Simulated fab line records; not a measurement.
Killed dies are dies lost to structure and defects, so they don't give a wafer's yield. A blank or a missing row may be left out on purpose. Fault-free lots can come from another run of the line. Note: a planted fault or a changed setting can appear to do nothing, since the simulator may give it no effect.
Which tool did it?    flow sky130    33 wafers from 11 lots sampled at 5 of the route's 708 steps

WHAT THE GAUGES READ, wafer by wafer
The record holds no reading of a measuring or inspecting step that can be judged against a usual standard deviation.

EACH LOT AND THE TOOL THAT RAN IT (in order: tool; ch and the chambers of the sampled wafers; start)
lot   SKY_METAL1_SPUTTER_01         SKY_METAL1_ETCH_18                 SKY_VIA1_HMDS_05                   SKY_METAL2_STRIP_20                   SKY_PAD_OPEN_PROBE_99
L217  pvd sputter-03, day 31 11:40  rie metal-02 ch 0, day 32 15:25    litho track-02 ch 0, day 33 06:29  plasma asher-04 ch 0,1, day 35 00:07  -
L220  pvd sputter-03, day 33 01:19  rie metal-03 ch 1, day 34 03:43    litho track-02 ch 0, day 34 16:52  plasma asher-04 ch 0,1, day 36 11:24  -
L223  pvd sputter-04, day 33 19:40  rie metal-02 ch 0,1, day 34 21:50  litho track-02 ch 0, day 35 11:40  plasma asher-02 ch 0,1, day 37 04:39  -
L226  pvd sputter-04, day 35 00:04  rie metal-02 ch 0, day 36 02:44    litho track-02 ch 0, day 36 17:22  plasma asher-02 ch 0,1, day 38 09:57  prober-02, day 48 08:08
L228  pvd sputter-04, day 35 08:13  rie metal-04 ch 0,1, day 36 09:53  litho track-02 ch 0, day 36 23:01  plasma asher-02 ch 0,1, day 38 16:11  -
L231  pvd sputter-03, day 36 12:59  rie metal-04 ch 0,1, day 37 14:46  litho track-02 ch 0, day 38 03:32  plasma asher-02 ch 0,1, day 39 19:33  -
L232  pvd sputter-01, day 37 02:22  rie metal-02 ch 0,1, day 38 04:23  litho track-02 ch 0, day 38 18:05  plasma asher-02 ch 0,1, day 40 09:20  -
L234  pvd sputter-03, day 37 05:29  rie metal-03 ch 0,1, day 38 07:14  litho track-04 ch 0, day 38 20:55  plasma asher-01 ch 0,1, day 40 11:46  -
L238  pvd sputter-04, day 38 00:52  rie metal-02 ch 0,1, day 39 02:43  litho track-01 ch 0, day 39 15:48  plasma asher-04 ch 0,1, day 41 06:54  -
L239  pvd sputter-03, day 38 06:02  rie metal-03 ch 0,1, day 39 07:44  litho track-01 ch 0, day 39 21:08  plasma asher-04 ch 0,1, day 41 11:00  prober-01, day 50 13:38
L240  pvd sputter-01, day 38 23:25  rie metal-03 ch 0,1, day 40 00:19  litho track-04 ch 0, day 40 13:29  plasma asher-02 ch 0,1, day 42 03:46  -
- SKY_METAL1_SPUTTER_01: material TiN, target thk 20 nm, time 16.7 s.
- SKY_METAL1_ETCH_18: etches BARC in N2/H2, stops on SiO2, time 45.9 s, target depth 60 nm.
- SKY_VIA1_HMDS_05: prime time 60 s.
- SKY_METAL2_STRIP_20: strips in O2/N2.
- SKY_PAD_OPEN_PROBE_99

AS READ BY THE TOOLS THEMSELVES (means over the sampled wafers that have a number; for cases with no such wafer, the mark the record gives instead)
SKY_METAL1_SPUTTER_01. Usual: 30.3 % for throttle valve pct, sd 1.2.
lot   tool            throttle valve pct (%)  flag
L217  pvd sputter-03  30.8                    
L220  pvd sputter-03  29.8                    
L223  pvd sputter-04  29.1                    
L226  pvd sputter-04  29.1                    
L228  pvd sputter-04  30.1                    
L231  pvd sputter-03  30.2                    
L232  pvd sputter-01  30.8                    
L234  pvd sputter-03  31.0                    
L238  pvd sputter-04  30.2                    
L239  pvd sputter-03  31.6                    
L240  pvd sputter-01  30.2                    

SKY_METAL1_ETCH_18. Usual: drypump motor current A 5.8 A, standard deviation 0.48; oes product au 0.855 a.u., standard deviation 0.0049; throttle valve pct 13.224 %, standard deviation 0.0096.
lot   tool          drypump motor current A (A)  oes product au (a.u.)  throttle valve pct (%)  flag
L217  rie metal-02  6.5                          0.853                  13.231                  
L220  rie metal-03  6.2                          0.855                  13.223                  
L223  rie metal-02  5.9                          0.853                  13.227                  
L226  rie metal-02  6.5                          0.849                  13.231                  
L228  rie metal-04  5.5                          0.855                  13.218                  
L231  rie metal-04  5.7                          0.851                  13.224                  
L232  rie metal-02  6.2                          0.849                  13.225                  
L234  rie metal-03  5.5                          0.855                  13.227                  
L238  rie metal-02  5.9                          0.848                  13.223                  
L239  rie metal-03  5.5                          0.857                  13.225                  
L240  rie metal-03  5.9                          0.853                  13.222                  

SKY_VIA1_HMDS_05. Usual: prime temp c 119.99 C, standard deviation 0.13; resist line temp C 23.01 C, standard deviation 0.12.
lot   tool            prime temp c (C)  resist line temp C (C)  flag
L217  litho track-02  119.85            23.11                   
L220  litho track-02  120.04            23.01                   
L223  litho track-02  120.06            22.96                   
L226  litho track-02  120.02            23.06                   
L228  litho track-02  120.02            22.90                   
L231  litho track-02  122.76            22.98                   OFF
L232  litho track-02  122.81            23.03                   OFF
L234  litho track-04  119.97            22.93                   
L238  litho track-01  119.95            22.90                   
L239  litho track-01  119.97            23.18                   
L240  litho track-04  120.03            22.95                   

SKY_METAL2_STRIP_20. Usual: drypump motor current A 5.63 A, standard deviation 0.25; oes product au 0.342 a.u., standard deviation 0.0043; strip time to endpoint s 2.67 s, standard deviation 0.031.
lot   tool             drypump motor current A (A)  oes product au (a.u.)  strip time to endpoint s (s)  flag
L217  plasma asher-04  5.87                         0.340                  2.68                          
L220  plasma asher-04  5.87                         0.341                  2.64                          
L223  plasma asher-02  5.58                         0.341                  2.68                          
L226  plasma asher-02  5.40                         0.343                  2.69                          
L228  plasma asher-02  5.44                         0.342                  2.69                          
L231  plasma asher-02  5.40                         0.339                  2.71                          
L232  plasma asher-02  5.58                         0.339                  2.69                          
L234  plasma asher-01  5.50                         0.344                  2.65                          
L238  plasma asher-04  5.86                         0.344                  2.68                          
L239  plasma asher-04  5.76                         0.344                  2.68                          
L240  plasma asher-02  5.61                         0.343                  2.68                          

SKY_PAD_OPEN_PROBE_99. Usual: defect limited yield 82.7 %, standard deviation 1.8; killed_at_M0_to_M3 42, standard deviation 7.5; killed_at_M4_up 3.2, standard deviation 1.7; killed at contacts 24, standard deviation 5.1; killed at front end 15, standard deviation 4.1; killed at other 0.3, standard deviation 0.58; killed dies 85, standard deviation 8.9; killed open 46, standard deviation 6.4; killed short 39, standard deviation 6; sort_bin_3_pad_short 0.9 %, standard deviation 0.4; sort_bin_5_function 10.1 %, standard deviation 1.6; sort_bin_6_memory 6.3 %, standard deviation 1; sort_bin_8_speed 0.00 %, standard deviation 0.024; sort n pass 407, standard deviation 9; sort yield pct 82.7 %, standard deviation 1.8.
lot   tool       defect limited yield (%)  killed_at_M0_to_M3  killed_at_M4_up  killed at contacts  killed at front end  killed at other  killed dies  killed open  killed short  sort_bin_3_pad_short (%)  sort_bin_5_function (%)  sort_bin_6_memory (%)  sort_bin_8_speed (%)  sort n pass  sort yield pct (%)  flag
L226  prober-02  81.3                      39                  5.3              31                  16                   0.7              92           53           39            1.3                       11.7                     5.8                    0.00                  400          81.3                
L239  prober-01  83.0                      45                  2.0              23                  14                   0.0              84           51           32            0.7                       9.7                      6.6                    0.00                  408          83.0                

THE ANSWER, worked out from the rows above alone
Rule: take the mean of a lot's wafers that have a number; if it is more than 3 standard deviations from the usual mean, the lot is off. Also off: a lot with no number at a reading for which 4 or more lots have one. Where the step has rows for the other lots, those lots are counted as sound. After the gauges, taken in route order, come the tools' own readings; for these a lot's mean is taken, as printed above. At the first step where some lot is off, the reading lying furthest off is the one used; lots without a number count as furthest.
Off: L231, L232, at SKY_VIA1_HMDS_05 (prime temp c).
A tool fits if, at that step or a process step before it, it ran every lot that is off, and no sound lot after the first of them. One fits: SKY_VIA1_HMDS_05 on litho track-02. Its last sound lot is L228 (day 36 23:01), its first lot that is off L231 (day 38 03:32): a fault that began between those two fits.
The tool's own readings at SKY_VIA1_HMDS_05 bear it out: on the lots that are off they differ by more than 5 times the standard deviation of the sound lots' means. prime temp c reads 122.78 C there against 119.99 C on the sound lots.

WHAT WAS PUT IN BY THE SIMULATOR
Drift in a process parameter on litho track-02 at SKY_VIA1_HMDS_05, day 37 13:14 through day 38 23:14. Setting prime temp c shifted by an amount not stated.
Shown lots that were struck: L231, L232. This agrees with what the rule above found.
